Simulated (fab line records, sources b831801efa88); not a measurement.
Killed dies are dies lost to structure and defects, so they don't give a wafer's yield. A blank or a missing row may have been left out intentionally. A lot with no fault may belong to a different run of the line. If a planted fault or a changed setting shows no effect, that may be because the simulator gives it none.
fab line records	flow sky130
[record] lots = 14	wafers = 42	last_day = 50
route steps=708 shown FIELD_ISO@24 GATE_OXIDE@198 POLY_GATE@228 PAD_OPEN@708
lots untouched by any fault: they come from a run of this same line in which no faults occurred
start_h: the number of hours between the record's first day and the start of the first shown wafer of the lot	wait_h: how many hours have passed since the lot's step before this one	" repeats the value in the row above	L1.1+2: a single row standing in for several wafers	- no value, or no start given	* or withheld: withheld	< > ~ a bound
route shown NAME@n: NAME is a module with steps in the file, n the number in the route of the first one	usual: mean and standard deviation over wafers with no fault	same: alike in all rows	chamber/n: place in a boat	sites: the reading at each site	_std_site: how widely they spread, as a standard deviation	_edge_site: mean of outer sites minus mean of inner sites	radius_mm: for every site, how far away it sits from the centre of the wafer	mask NAME#n: copy n	behind: the last tool/chamber to shape the wafer	hold: reason for holding the lot/hours on hold/outcome of the hold	device: the n, p or np transistor that did not switch	end of line: at the end of the route, the tests of the same wafers	a step with no rows: only its recipe	killed: dies lost to structure and defects at the first sort, not the wafer's yield	map: per-die view of a wafer (x killed, . not killed, _ where there is no die)
set.NAME: the run value of the setting; set.NAME@STEP: its run value at that earlier step	model.NAME: the simulator's own value behind a step, which no gauge read
route steps across a sampled set of lots; one table per step, one row per wafer
services: from which hour (start_h, from the record's first day; less than 0 if before it) a tool's chamber was out of use, for how many hours, and why
[[steps]]
[step SKY_FIELD_ISO_THK_MEAS_23]
[recipe] reads = SiO2_of_FIELD_ISO_OXIDATION_22
[usual] FIELD_ISO_OXIDATION_01_THK = 10.07/0.16
lot.wafer	tool	chamber	start_h	wait_h	FIELD_ISO_OXIDATION_01_THK[nm]
L711.3	film_metro-02	-	31.59	0.0	10.32
L711.4	"	-	"	"	10.27
L711.5	"	-	"	"	10.32
L712.1	film_metro-03	-	36.00	0.0	10.10
L712.4	"	-	"	"	10.04
L712.6	"	-	"	"	10.15
L714.2	film_metro-03	-	46.27	0.0	10.03
L714.3	"	-	"	"	10.08
L714.5	"	-	"	"	10.25
L715.1	film_metro-04	-	52.86	0.0	10.15
L715.4	"	-	"	"	10.24
L715.5	"	-	"	"	10.00
L717.1	film_metro-02	-	60.98	0.0	10.07
L717.4	"	-	"	"	10.36
L717.5	"	-	"	"	10.17
L718.1	film_metro-03	-	68.42	0.0	10.16
L718.3	"	-	"	"	10.30
L718.5	"	-	"	"	10.24
L719.3	film_metro-02	-	74.46	0.0	9.95
L719.4	"	-	"	"	10.21
L719.6	"	-	"	"	10.00
L723.4	film_metro-04	-	95.36	0.0	10.19
L723.5	"	-	"	"	10.32
L723.6	"	-	"	"	10.47
L725.3	film_metro-04	-	103.56	0.0	9.99
L725.4	"	-	"	"	10.08
L725.6	"	-	"	"	10.01
L728.1	film_metro-03	-	122.99	0.0	10.08
L728.2	"	-	"	"	9.87
L728.4	"	-	"	"	10.09
L727.2	film_metro-04	-	123.00	0.0	10.24
L727.3	"	-	"	"	10.03
L727.4	"	-	"	"	10.04
L731.3	film_metro-04	-	135.65	0.0	9.92
L731.4	"	-	"	"	10.21
L731.6	"	-	"	"	10.23
L732.1	film_metro-04	-	145.06	0.0	10.19
L732.4	"	-	"	"	10.24
L732.6	"	-	"	"	10.20
L733.1	film_metro-02	-	145.06	0.0	10.11
L733.2	"	-	"	"	10.23
L733.5	"	-	"	"	10.04
[step SKY_FIELD_ISO_THK_MEAS_25]
[recipe] reads = SiO2_of_FIELD_ISO_CVD_24
[usual] FIELD_ISO_CVD_24_THK = 595/8.5
lot.wafer	tool	chamber	start_h	wait_h	FIELD_ISO_CVD_24_THK[nm]
L711.3	film_metro-04	-	31.76	0.1	602
L711.4	"	-	"	"	595
L711.5	"	-	"	"	602
L712.1	film_metro-04	-	36.17	0.1	608
L712.4	"	-	"	"	610
L712.6	"	-	"	"	603
L714.2	film_metro-04	-	46.40	0.0	595
L714.3	"	-	"	"	601
L714.5	"	-	"	"	596
L715.1	film_metro-02	-	52.99	0.0	612
L715.4	"	-	"	"	610
L715.5	"	-	"	"	609
L717.1	film_metro-03	-	61.11	0.0	593
L717.4	"	-	"	"	594
L717.5	"	-	"	"	586
L718.1	film_metro-03	-	68.55	0.0	589
L718.3	"	-	"	"	594
L718.5	"	-	"	"	599
L719.3	film_metro-04	-	74.59	0.1	594
L719.4	"	-	"	"	599
L719.6	"	-	"	"	606
L723.4	film_metro-02	-	95.49	0.0	612
L723.5	"	-	"	"	598
L723.6	"	-	"	"	610
L725.3	film_metro-02	-	103.69	0.1	587
L725.4	"	-	"	"	599
L725.6	"	-	"	"	592
L728.1	film_metro-04	-	123.13	0.0	591
L728.2	"	-	"	"	598
L728.4	"	-	"	"	594
L727.2	film_metro-02	-	123.14	0.0	586
L727.3	"	-	"	"	596
L727.4	"	-	"	"	585
L731.3	film_metro-03	-	135.79	0.1	610
L731.4	"	-	"	"	614
L731.6	"	-	"	"	603
L732.1	film_metro-04	-	145.19	0.0	590
L732.4	"	-	"	"	601
L732.6	"	-	"	"	602
L733.1	film_metro-02	-	145.19	0.0	588
L733.2	"	-	"	"	586
L733.5	"	-	"	"	592
[step SKY_GATE_OXIDE_IMPLANT_11]
[recipe] species = B	energy_kev = 10	dose_cm2 = 2.6e+12	tilt_deg = withheld
[usual] dose_ions_cm2 = 2.6002e+12/2.4e+09
lot.wafer	tool	chamber	start_h	wait_h	dose_ions_cm2
L711.3	implanter-03	0	307.99	0.1	2.6032e+12
L711.4	"	0	"	"	2.6046e+12
L711.5	"	0	"	"	2.5987e+12
L712.1	implanter-02	0	308.22	0.0	2.6022e+12
L712.4	"	0	"	"	2.6036e+12
L712.6	"	0	"	"	2.6027e+12
L714.2	implanter-03	0	331.23	0.0	2.5977e+12
L714.3	"	0	"	"	2.5992e+12
L714.5	"	0	"	"	2.5974e+12
L715.1	implanter-03	0	351.07	0.0	2.5986e+12
L715.4	"	0	"	"	2.6003e+12
L715.5	"	0	"	"	2.5999e+12
L717.1	implanter-02	0	352.54	0.0	2.6066e+12
L717.4	"	0	"	"	2.5996e+12
L717.5	"	0	"	"	2.5969e+12
L718.1	implanter-03	0	370.94	0.0	2.6005e+12
L718.3	"	0	"	"	2.5987e+12
L718.5	"	0	"	"	2.5979e+12
L719.3	implanter-03	0	387.52	0.1	2.6007e+12
L719.4	"	0	"	"	2.6e+12
L719.6	"	0	"	"	2.601e+12
L723.4	implanter-04	0	414.26	0.1	2.599e+12
L723.5	"	0	"	"	2.6005e+12
L723.6	"	0	"	"	2.601e+12
L725.3	implanter-03	0	430.07	0.1	2.6044e+12
L725.4	"	0	"	"	2.603e+12
L725.6	"	0	"	"	2.6019e+12
L728.1	implanter-02	0	465.85	0.0	2.7206e+12
L728.2	"	0	"	"	2.726e+12
L728.4	"	0	"	"	2.7227e+12
L727.2	implanter-02	0	467.86	0.0	2.7226e+12
L727.3	"	0	"	"	2.7239e+12
L727.4	"	0	"	"	2.7215e+12
L731.3	implanter-04	0	481.52	0.1	2.6012e+12
L731.4	"	0	"	"	2.6012e+12
L731.6	"	0	"	"	2.5977e+12
L732.1	implanter-03	0	496.50	0.0	2.5981e+12
L732.4	"	0	"	"	2.5978e+12
L732.6	"	0	"	"	2.5988e+12
L733.1	implanter-04	0	496.82	0.0	2.6032e+12
L733.2	"	0	"	"	2.5996e+12
L733.5	"	0	"	"	2.6001e+12
[step SKY_POLY_GATE_OVL_MEAS_14]
[usual] POLY_GATE_OVL = 3/5.9
lot.wafer	tool	chamber	start_h	wait_h	POLY_GATE_OVL[nm]
L711.3	overlay-02	-	370.38	0.1	15
L711.4	"	-	"	"	10
L711.5	"	-	"	"	15
L712.1	overlay-01	-	371.91	0.1	0
L712.4	"	-	"	"	1
L712.6	"	-	"	"	0
L714.2	overlay-01	-	396.82	0.1	2
L714.3	"	-	"	"	8
L714.5	"	-	"	"	0
L715.1	overlay-01	-	415.82	0.1	-6
L715.4	"	-	"	"	-5
L715.5	"	-	"	"	-1
L717.1	overlay-02	-	417.12	0.1	-7
L717.4	"	-	"	"	0
L717.5	"	-	"	"	-9
L718.1	overlay-01	-	442.46	0.1	3
L718.3	"	-	"	"	-6
L718.5	"	-	"	"	3
L719.3	overlay-02	-	454.48	0.1	9
L719.4	"	-	"	"	-4
L719.6	"	-	"	"	12
L723.4	overlay-02	-	480.67	0.1	0
L723.5	"	-	"	"	9
L723.6	"	-	"	"	2
L725.3	overlay-01	-	497.27	0.1	6
L725.4	"	-	"	"	0
L725.6	"	-	"	"	5
L728.1	overlay-01	-	533.22	0.1	-7
L728.2	"	-	"	"	5
L728.4	"	-	"	"	2
L727.2	overlay-02	-	534.82	0.1	6
L727.3	"	-	"	"	4
L727.4	"	-	"	"	10
L731.3	overlay-01	-	547.07	0.1	13
L731.4	"	-	"	"	1
L731.6	"	-	"	"	1
L732.1	overlay-02	-	561.81	0.1	-8
L732.4	"	-	"	"	-3
L732.6	"	-	"	"	-2
L733.1	overlay-02	-	564.17	0.1	12
L733.2	"	-	"	"	8
L733.5	"	-	"	"	4
[step SKY_PAD_OPEN_PROBE_99]
[usual] killed_at_M0_to_M3 = 45/7.5	killed_at_M4_up = 3.2/1.8	killed_at_contacts = 24/4.9	killed_at_front_end = 15/4.4	killed_at_other = 0.3/0.54	killed_dies = 87/9.8	killed_open = 47/6.4	killed_short = 40/6.5
[same] gross_dies = 492	killed_at_back_side = 0
lot.wafer	tool	chamber	start_h	wait_h	killed_at_M0_to_M3	killed_at_M4_up	killed_at_contacts	killed_at_front_end	killed_at_other	killed_dies	killed_open	killed_short
L712.1	prober-01	-	1083.11	0.1	32	5	14	19	0	70	37	33
L712.4	prober-01	-	1083.26	0.2	46	3	19	13	0	81	37	44
L712.6	prober-01	-	1083.36	0.2	36	3	23	16	0	78	42	36
L719.3	prober-01	-	1135.61	0.2	32	4	31	9	0	76	40	36
L719.4	prober-01	-	1135.66	0.2	35	7	28	15	0	85	45	40
L719.6	prober-01	-	1135.76	0.2	50	4	33	15	0	102	59	42
L725.3	prober-01	-	1162.61	0.2	45	5	14	16	1	81	40	39
L725.4	prober-01	-	1162.66	0.2	44	3	15	11	0	73	36	37
L725.6	prober-01	-	1162.76	0.2	44	1	30	11	0	86	46	39
L728.1	prober-01	-	1182.12	0.1	51	3	22	20	0	96	56	39
L728.2	prober-01	-	1182.17	0.1	37	4	22	20	1	84	35	48
L728.4	prober-01	-	1182.27	0.2	44	2	30	20	0	96	53	43
// killed by level:class
L712.1 METAL1:geometric_particle:short=9 VIA1:geometric_particle:open=9 FIELD_ISO:geometric_particle:open=6 CONTACT:geometric_particle:open=5 FIELD_ISO:geometric_particle:short=4 POLY_GATE:geometric_particle:open=4 POLY_GATE:geometric_particle:short=4 METAL2:geometric_particle:short=4
L712.4 METAL1:geometric_particle:short=13 VIA1:geometric_particle:open=13 CONTACT:geometric_particle:open=9 LI_CONTACT:geometric_particle:open=5 VIA1:geometric_particle:short=5 VIA3:geometric_particle:short=5 FIELD_ISO:geometric_particle:short=4 LOCAL_INTERCONNECT:geometric_particle:short=3
L712.6 VIA1:geometric_particle:open=9 CONTACT:geometric_particle:open=8 VIA1:geometric_particle:short=7 VIA2:geometric_particle:open=6 VIA3:geometric_particle:open=6 FIELD_ISO:geometric_particle:open=5 LI_CONTACT:geometric_particle:open=5 FIELD_ISO:geometric_particle:short=4
L719.3 LI_CONTACT:geometric_particle:short=9 LI_CONTACT:geometric_particle:open=7 CONTACT:geometric_particle:open=7 LOCAL_INTERCONNECT:geometric_particle:short=6 VIA2:geometric_particle:open=6 VIA3:geometric_particle:open=6 VIA1:geometric_particle:short=5 VIA1:geometric_particle:open=5
L719.4 LI_CONTACT:geometric_particle:open=8 CONTACT:geometric_particle:open=7 VIA2:geometric_particle:open=7 VIA1:geometric_particle:open=6 VIA3:geometric_particle:short=6 LOCAL_INTERCONNECT:geometric_particle:short=5 FIELD_ISO:geometric_particle:open=4 METAL3:geometric_particle:short=4
L719.6 LI_CONTACT:geometric_particle:open=12 VIA1:geometric_particle:open=11 LOCAL_INTERCONNECT:geometric_particle:short=7 CONTACT:geometric_particle:open=7 VIA2:geometric_particle:open=7 VIA3:geometric_particle:open=7 VIA1:geometric_particle:short=6 FIELD_ISO:geometric_particle:short=5
L725.3 METAL1:geometric_particle:short=9 VIA1:geometric_particle:open=9 VIA2:geometric_particle:open=7 LI_CONTACT:geometric_particle:open=6 VIA1:geometric_particle:short=6 VIA2:geometric_particle:short=5 FIELD_ISO:geometric_particle:open=4 VIA3:geometric_particle:open=4
L725.4 METAL2:geometric_particle:short=11 VIA1:geometric_particle:open=6 VIA3:geometric_particle:open=6 METAL1:geometric_particle:short=5 VIA2:geometric_particle:open=5 FIELD_ISO:geometric_particle:open=4 LI_CONTACT:geometric_particle:open=4 LOCAL_INTERCONNECT:geometric_particle:short=4
L725.6 VIA1:geometric_particle:open=11 CONTACT:geometric_particle:open=9 LI_CONTACT:geometric_particle:open=8 VIA2:geometric_particle:open=8 LI_CONTACT:geometric_particle:short=6 METAL2:geometric_particle:short=6 VIA1:geometric_particle:short=5 VIA2:geometric_particle:short=5
L728.1 VIA2:geometric_particle:open=12 VIA1:geometric_particle:open=10 LI_CONTACT:geometric_particle:open=9 CONTACT:geometric_particle:open=8 VIA1:geometric_particle:short=8 FIELD_ISO:geometric_particle:short=6 METAL2:geometric_particle:short=6 FIELD_ISO:geometric_particle:open=5
L728.2 VIA1:geometric_particle:short=8 CONTACT:geometric_particle:open=7 METAL2:geometric_particle:short=7 FIELD_ISO:geometric_particle:open=6 FIELD_ISO:geometric_particle:short=5 POLY_GATE:geometric_particle:short=5 CONTACT:geometric_particle:short=5 VIA1:geometric_particle:open=5
L728.4 CONTACT:geometric_particle:open=11 LI_CONTACT:geometric_particle:open=8 VIA2:geometric_particle:open=7 METAL1:geometric_particle:short=6 METAL2:geometric_particle:short=6 POLY_GATE:geometric_particle:open=5 VIA1:geometric_particle:short=5 VIA3:geometric_particle:open=5
[[services]]
tool	chamber	start_h	hours	kind
implanter-04	-	304.99	13.9	repair
implanter-03	-	310.73	2.2	repair
implanter-02	-	316.07	3.9	pm
implanter-04	-	322.29	2.2	repair
implanter-02	-	329.02	3.1	pm
implanter-04	-	332.83	4.3	pm
implanter-04	-	340.87	0.6	repair
implanter-02	-	350.05	2.1	repair
implanter-02	-	376.76	4.0	repair
implanter-04	-	388.61	7.1	pm
implanter-02	-	496.54	5.2	repair
[[key]]
[first_sign] step = SKY_GATE_OXIDE_IMPLANT_11	reading = dose_ions_cm2	direction = up	sigmas = 51	usual = *	struck = *
effect none on later readings
met_at SKY_GATE_OXIDE_IMPLANT_11
struck_lots L727,L728
tester_left_out L727,L728
not_acting_at SKY_FIELD_ISO_THK_MEAS_23,SKY_FIELD_ISO_THK_MEAS_25,SKY_POLY_GATE_OVL_MEAS_14
onset_between 352.54 465.85
[fault] kind = process_parameter_drift	tool = implanter-02	chamber = -	onset_h = 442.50	steps = SKY_GATE_OXIDE_IMPLANT_11	channel = dose_cm2	offset = *	shape = step	end_h = 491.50	acts_in = *	stated = *
// tester_left_out: of these lots the tester's yield and bins aren't shown, on N5 and GAA mostly nor the transistor test; their killed dies are dies lost to structure and defects alone, not to doping, threshold or leakage, so they don't give the yield
